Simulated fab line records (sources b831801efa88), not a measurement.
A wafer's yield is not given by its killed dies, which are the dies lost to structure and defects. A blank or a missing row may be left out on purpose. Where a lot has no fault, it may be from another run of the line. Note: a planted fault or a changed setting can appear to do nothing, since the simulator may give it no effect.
The tool behind it: which one? / flow gf180mcu / 24 lots with 72 wafers sampled at 5 steps, on a route of 602 steps

WHAT THE GAUGES SHOWED, per wafer
GF_NWELL_TW_MEAS_11. Usual: NWELL_TW 1601, standard deviation 11.
lot=L074; measured=day 3 06:34; on=film metro-02; NWELL_TW=1608 1620 1611; flag=
lot=L075; measured=day 3 12:52; on=film metro-04; NWELL_TW=1610 1593 1589; flag=
lot=L076; measured=day 3 18:38; on=film metro-03; NWELL_TW=1616 1624 1626; flag=
lot=L077; measured=day 4 03:47; on=film metro-03; NWELL_TW=1621 1616 1625; flag=
lot=L078; measured=day 4 07:52; on=film metro-04; NWELL_TW=1596 1584 1583; flag=
lot=L079; measured=day 4 11:31; on=film metro-03; NWELL_TW=1614 1622 1610; flag=
lot=L080; measured=day 4 19:25; on=film metro-04; NWELL_TW=1583 1594 1594; flag=
lot=L081; measured=day 4 23:53; on=film metro-02; NWELL_TW=1594 1599 1592; flag=
lot=L082; measured=day 5 02:26; on=film metro-04; NWELL_TW=1593 1594 1595; flag=
lot=L083; measured=day 5 08:46; on=film metro-02; NWELL_TW=1599 1615 1609; flag=
lot=L084; measured=day 5 15:10; on=film metro-03; NWELL_TW=1612 1623 1609; flag=
lot=L085; measured=day 5 20:31; on=film metro-02; NWELL_TW=1605 1599 1606; flag=
lot=L086; measured=day 6 03:11; on=film metro-02; NWELL_TW=1608 1606 1606; flag=
lot=L087; measured=day 6 07:47; on=film metro-03; NWELL_TW=1603 1603 1603; flag=
lot=L088; measured=day 6 12:26; on=film metro-04; NWELL_TW=1595 1604 1602; flag=
lot=L089; measured=day 6 17:28; on=film metro-03; NWELL_TW=1602 1604 1601; flag=
lot=L090; measured=day 7 00:40; on=film metro-02; NWELL_TW=1604 1606 1597; flag=
lot=L091; measured=day 7 04:13; on=film metro-04; NWELL_TW=1594 1598 1596; flag=
lot=L092; measured=day 7 12:32; on=film metro-02; NWELL_TW=1592 1596 1596; flag=
lot=L093; measured=day 7 15:37; on=film metro-04; NWELL_TW=1591 1586 1581; flag=
lot=L094; measured=day 7 21:02; on=film metro-04; NWELL_TW=1593 1589 1588; flag=
lot=L095; measured=day 8 03:47; on=film metro-03; NWELL_TW=1594 1583 1603; flag=
lot=L096; measured=day 8 08:46; on=film metro-02; NWELL_TW=1615 1611 1621; flag=
lot=L097; measured=day 8 15:07; on=film metro-04; NWELL_TW=1586 1591 1590; flag=

GF_MVPSD_TW_MEAS_11. Usual: MVPSD_TW 561.8, standard deviation 2.9.
lot=L074; measured=day 5 00:24; on=film metro-04; MVPSD_TW=558.2 557.9 559.3; flag=
lot=L075; measured=day 5 07:24; on=film metro-04; MVPSD_TW=560.4 559.4 557.6; flag=
lot=L076; measured=day 5 12:39; on=film metro-02; MVPSD_TW=562.6 566.5 565.2; flag=
lot=L077; measured=day 5 23:27; on=film metro-03; MVPSD_TW=565.3 563.9 565.5; flag=
lot=L078; measured=day 6 03:43; on=film metro-04; MVPSD_TW=562.2 560.6 561.4; flag=
lot=L079; measured=day 6 07:38; on=film metro-04; MVPSD_TW=562.5 557.3 560.4; flag=
lot=L080; measured=day 6 17:00; on=film metro-03; MVPSD_TW=566.5 563.2 563.3; flag=
lot=L081; measured=day 6 20:23; on=film metro-02; MVPSD_TW=562.4 563.4 563.3; flag=
lot=L082; measured=day 7 00:19; on=film metro-02; MVPSD_TW=564.0 561.6 562.2; flag=
lot=L083; measured=day 7 07:14; on=film metro-04; MVPSD_TW=557.6 559.6 561.0; flag=
lot=L084; measured=day 7 14:22; on=film metro-04; MVPSD_TW=551.9 554.9 558.8; flag=
lot=L085; measured=day 7 18:59; on=film metro-03; MVPSD_TW=562.9 559.6 561.3; flag=
lot=L086; measured=day 8 03:30; on=film metro-02; MVPSD_TW=565.2 567.6 564.7; flag=
lot=L087; measured=day 8 08:42; on=film metro-04; MVPSD_TW=560.7 561.4 562.2; flag=
lot=L088; measured=day 8 12:25; on=film metro-03; MVPSD_TW=561.7 558.0 561.9; flag=
lot=L089; measured=day 8 18:26; on=film metro-03; MVPSD_TW=565.4 563.9 562.0; flag=
lot=L090; measured=day 9 03:05; on=film metro-04; MVPSD_TW=559.8 561.5 560.0; flag=
lot=L091; measured=day 9 06:56; on=film metro-02; MVPSD_TW=563.0 561.3 562.0; flag=
lot=L092; measured=day 9 15:11; on=film metro-04; MVPSD_TW=562.7 561.4 560.1; flag=
lot=L093; measured=day 9 18:20; on=film metro-04; MVPSD_TW=561.2 564.3 564.5; flag=
lot=L094; measured=day 10 01:19; on=film metro-03; MVPSD_TW=563.7 562.1 559.4; flag=
lot=L095; measured=day 10 08:56; on=film metro-02; MVPSD_TW=562.4 563.1 561.8; flag=
lot=L096; measured=day 10 14:44; on=film metro-04; MVPSD_TW=558.9 564.9 561.2; flag=
lot=L097; measured=day 10 21:20; on=film metro-04; MVPSD_TW=564.5 562.3 563.6; flag=

GF_HV_LDD_THK_MEAS_55. Usual: HV_LDD_CVD_54_THK 9.99 nm, standard deviation 0.13.
lot=L074; measured=day 12 10:23; on=film metro-02; HV_LDD_CVD_54_THK (nm)=9.82 9.98 10.01; flag=
lot=L075; measured=day 12 19:57; on=film metro-04; HV_LDD_CVD_54_THK (nm)=9.82 9.96 9.95; flag=
lot=L076; measured=day 13 04:24; on=film metro-02; HV_LDD_CVD_54_THK (nm)=10.06 10.12 10.05; flag=
lot=L077; measured=day 13 15:59; on=film metro-04; HV_LDD_CVD_54_THK (nm)=10.10 10.06 10.04; flag=
lot=L078; measured=day 14 01:18; on=film metro-02; HV_LDD_CVD_54_THK (nm)=9.88 9.99 9.91; flag=
lot=L079; measured=day 14 07:53; on=film metro-04; HV_LDD_CVD_54_THK (nm)=10.27 10.07 10.16; flag=
lot=L080; measured=day 14 18:57; on=film metro-04; HV_LDD_CVD_54_THK (nm)=10.06 9.93 9.94; flag=
lot=L081; measured=day 14 22:20; on=film metro-04; HV_LDD_CVD_54_THK (nm)=10.07 10.21 10.15; flag=
lot=L082; measured=day 15 09:26; on=film metro-02; HV_LDD_CVD_54_THK (nm)=10.28 10.19 10.06; flag=
lot=L083; measured=day 15 14:59; on=film metro-04; HV_LDD_CVD_54_THK (nm)=10.00 10.04 10.06; flag=
lot=L084; measured=day 15 23:56; on=film metro-03; HV_LDD_CVD_54_THK (nm)=10.10 10.06 10.10; flag=
lot=L085; measured=day 16 06:29; on=film metro-03; HV_LDD_CVD_54_THK (nm)=10.01 9.94 9.93; flag=
lot=L086; measured=day 16 18:13; on=film metro-02; HV_LDD_CVD_54_THK (nm)=9.83 9.78 9.83; flag=
lot=L087; measured=day 16 21:53; on=film metro-03; HV_LDD_CVD_54_THK (nm)=9.88 9.87 9.74; flag=
lot=L088; measured=day 17 06:08; on=film metro-04; HV_LDD_CVD_54_THK (nm)=9.81 9.81 9.94; flag=
lot=L089; measured=day 17 16:38; on=film metro-04; HV_LDD_CVD_54_THK (nm)=10.20 10.30 10.13; flag=
lot=L090; measured=day 17 23:01; on=film metro-03; HV_LDD_CVD_54_THK (nm)=9.72 9.75 9.68; flag=
lot=L091; measured=day 18 08:19; on=film metro-04; HV_LDD_CVD_54_THK (nm)=9.91 9.99 9.94; flag=
lot=L092; measured=day 18 17:53; on=film metro-03; HV_LDD_CVD_54_THK (nm)=9.98 9.91 10.01; flag=
lot=L093; measured=day 19 02:04; on=film metro-04; HV_LDD_CVD_54_THK (nm)=9.96 10.05 9.93; flag=
lot=L094; measured=day 19 08:25; on=film metro-02; HV_LDD_CVD_54_THK (nm)=10.08 10.01 9.96; flag=
lot=L095; measured=day 19 19:01; on=film metro-02; HV_LDD_CVD_54_THK (nm)=9.99 9.93 10.07; flag=
lot=L096; measured=day 20 01:55; on=film metro-04; HV_LDD_CVD_54_THK (nm)=10.10 10.06 10.08; flag=
lot=L097; measured=day 20 10:27; on=film metro-03; HV_LDD_CVD_54_THK (nm)=9.83 9.84 9.72; flag=

GF_CONTACT_THK_MEAS_01. Usual: CONTACT_CVD_00_THK 300 nm, standard deviation 3.5.
lot=L074; measured=day 15 03:35; on=film metro-02; CONTACT_CVD_00_THK (nm)=297 297 297; flag=
lot=L075; measured=day 15 14:06; on=film metro-04; CONTACT_CVD_00_THK (nm)=301 300 303; flag=
lot=L076; measured=day 15 23:50; on=film metro-04; CONTACT_CVD_00_THK (nm)=301 305 304; flag=
lot=L077; measured=day 16 12:50; on=film metro-03; CONTACT_CVD_00_THK (nm)=296 298 299; flag=
lot=L078; measured=day 16 23:03; on=film metro-04; CONTACT_CVD_00_THK (nm)=306 299 302; flag=
lot=L079; measured=day 17 05:38; on=film metro-02; CONTACT_CVD_00_THK (nm)=298 293 299; flag=
lot=L080; measured=day 17 19:06; on=film metro-04; CONTACT_CVD_00_THK (nm)=302 306 299; flag=
lot=L081; measured=day 17 20:58; on=film metro-03; CONTACT_CVD_00_THK (nm)=307 304 301; flag=
lot=L082; measured=day 18 11:23; on=film metro-04; CONTACT_CVD_00_THK (nm)=298 299 295; flag=
lot=L083; measured=day 18 16:54; on=film metro-02; CONTACT_CVD_00_THK (nm)=300 304 306; flag=
lot=L084; measured=day 19 01:29; on=film metro-02; CONTACT_CVD_00_THK (nm)=308 306 300; flag=
lot=L085; measured=day 19 10:34; on=film metro-02; CONTACT_CVD_00_THK (nm)=302 303 302; flag=
lot=L086; measured=day 19 22:33; on=film metro-04; CONTACT_CVD_00_THK (nm)=304 302 297; flag=
lot=L087; measured=day 20 02:00; on=film metro-02; CONTACT_CVD_00_THK (nm)=299 303 303; flag=
lot=L088; measured=day 20 10:15; on=film metro-03; CONTACT_CVD_00_THK (nm)=299 302 300; flag=
lot=L089; measured=day 20 19:56; on=film metro-04; CONTACT_CVD_00_THK (nm)=305 303 304; flag=
lot=L090; measured=day 21 05:19; on=film metro-02; CONTACT_CVD_00_THK (nm)=306 303 304; flag=
lot=L091; measured=day 21 13:34; on=film metro-04; CONTACT_CVD_00_THK (nm)=300 297 298; flag=
lot=L092; measured=day 21 23:03; on=film metro-04; CONTACT_CVD_00_THK (nm)=303 295 303; flag=
lot=L093; measured=day 22 07:07; on=film metro-04; CONTACT_CVD_00_THK (nm)=301 296 300; flag=
lot=L094; measured=day 22 12:29; on=film metro-02; CONTACT_CVD_00_THK (nm)=295 303 299; flag=
lot=L095; measured=day 22 22:25; on=film metro-03; CONTACT_CVD_00_THK (nm)=304 304 295; flag=
lot=L096; measured=day 23 05:08; on=film metro-02; CONTACT_CVD_00_THK (nm)=295 295 291; flag=
lot=L097; measured=day 23 14:38; on=film metro-02; CONTACT_CVD_00_THK (nm)=304 303 305; flag=

GF_V1_THK_MEAS_01. Usual: V1_CVD_00_THK 601 nm, standard deviation 6.9.
lot=L074; measured=day 17 02:22; on=film metro-02; V1_CVD_00_THK (nm)=612 601 601; flag=
lot=L075; measured=day 17 15:04; on=film metro-02; V1_CVD_00_THK (nm)=591 600 596; flag=
lot=L076; measured=day 18 00:40; on=film metro-03; V1_CVD_00_THK (nm)=589 612 594; flag=
lot=L077; measured=day 18 13:49; on=film metro-02; V1_CVD_00_THK (nm)=604 599 603; flag=
lot=L078; measured=day 19 01:53; on=film metro-03; V1_CVD_00_THK (nm)=607 599 602; flag=
lot=L079; measured=day 19 08:27; on=film metro-03; V1_CVD_00_THK (nm)=594 598 600; flag=
lot=L080; measured=day 20 00:15; on=film metro-02; V1_CVD_00_THK (nm)=615 601 603; flag=
lot=L081; measured=day 20 00:48; on=film metro-02; V1_CVD_00_THK (nm)=597 596 595; flag=
lot=L082; measured=day 20 15:05; on=film metro-01; V1_CVD_00_THK (nm)=615 608 612; flag=
lot=L083; measured=day 20 20:26; on=film metro-01; V1_CVD_00_THK (nm)=598 598 602; flag=
lot=L084; measured=day 21 05:20; on=film metro-01; V1_CVD_00_THK (nm)=596 598 602; flag=
lot=L085; measured=day 21 14:50; on=film metro-01; V1_CVD_00_THK (nm)=599 610 601; flag=
lot=L086; measured=day 22 02:10; on=film metro-01; V1_CVD_00_THK (nm)=601 613 600; flag=
lot=L087; measured=day 22 04:52; on=film metro-03; V1_CVD_00_THK (nm)=602 609 594; flag=
lot=L088; measured=day 22 13:51; on=film metro-02; V1_CVD_00_THK (nm)=598 599 605; flag=
lot=L089; measured=day 22 21:59; on=film metro-02; V1_CVD_00_THK (nm)=599 598 602; flag=
lot=L090; measured=day 23 07:17; on=film metro-01; V1_CVD_00_THK (nm)=609 597 600; flag=
lot=L091; measured=day 23 15:21; on=film metro-02; V1_CVD_00_THK (nm)=599 608 604; flag=
lot=L092; measured=day 23 23:49; on=film metro-03; V1_CVD_00_THK (nm)=610 606 602; flag=
lot=L093; measured=day 24 08:02; on=film metro-02; V1_CVD_00_THK (nm)=606 600 595; flag=
lot=L094; measured=day 24 11:53; on=film metro-01; V1_CVD_00_THK (nm)=612 601 610; flag=
lot=L095; measured=day 24 21:54; on=film metro-03; V1_CVD_00_THK (nm)=598 596 608; flag=
lot=L096; measured=day 25 04:49; on=film metro-02; V1_CVD_00_THK (nm)=600 587 594; flag=
lot=L097; measured=day 25 13:29; on=film metro-02; V1_CVD_00_THK (nm)=590 596 602; flag=

WHICH TOOL RAN EACH LOT (tool, then ch and the chambers of the sampled wafers, then the start)
Before these readings, the record contains no process step.

WHAT THE TOOLS THEMSELVES READ (means of the sampled wafers that have a number; where no wafer has one, the mark that the record gives instead)
The record holds no such reading with a usual standard deviation.

THE ANSWER, worked out from the rows above alone
Rule: lot off if the mean of its wafers having a number is beyond 3 standard deviations from the usual mean. A lot without any number at a reading at which 4 lots or more have one is off too. Any other lot the step has rows for is counted as sound. The gauges are gone through in route order, then the tools' own readings, and for those a lot's mean is taken as printed above. The first step at which some lot is off is used, and at that step the reading that is off furthest; a lot without a number counts as furthest.
No lot is off on any of the readings shown, so nothing can be concluded from this.

WHAT THE SIMULATOR PUT IN
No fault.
